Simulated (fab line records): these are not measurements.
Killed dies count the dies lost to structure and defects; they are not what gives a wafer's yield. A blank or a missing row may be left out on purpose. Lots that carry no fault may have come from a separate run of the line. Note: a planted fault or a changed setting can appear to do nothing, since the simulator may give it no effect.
Which of the tools did it?    flow sky130    at 1 step of a route of 708, 7 lots with 21 wafers sampled

WHAT EACH GAUGE READ, for each wafer
SKY_POLY_CUT_OVL_MEAS_09.
lot   measured      on          POLY_CUT_OVL (nm)
L199  day 25 09:46  overlay-01  -10 8 -4
L200  day 25 21:13  overlay-02  -1 13 -3
L204  day 26 21:34  overlay-02  -5 -2 6
L207  day 28 04:58  overlay-02  9 1 17
L213  day 30 05:16  overlay-01  -15 -11 -10
L217  day 31 02:26  overlay-02  -5 0 -1
L220  day 32 01:28  overlay-02  -5 1 -7

WHAT TOOL EACH LOT RAN ON (gives the tool, then ch and the chambers of the sampled wafers, and finally the start)
Record: no process step prior to these readings.

THE ANSWER, worked out from the rows above alone
Rule: what is usual is taken from the lots themselves. The widest of any qualifying gaps counts: lots, ordered by their means at a reading, are off when they make up no more than a third of the lots, leave a main group of 4 or more, and stand apart from it by 3 or more times the standard deviation of that group's means. If all means in a main group match to the digits the tables above print for the reading, that group is not used. Also off: a lot with no number at a reading for which 4 or more lots have one. Any other lot the step has rows for is counted as sound.
Nothing can be told from this: no lot is off at any reading shown.

WHAT THE SIMULATOR HAD INSERTED
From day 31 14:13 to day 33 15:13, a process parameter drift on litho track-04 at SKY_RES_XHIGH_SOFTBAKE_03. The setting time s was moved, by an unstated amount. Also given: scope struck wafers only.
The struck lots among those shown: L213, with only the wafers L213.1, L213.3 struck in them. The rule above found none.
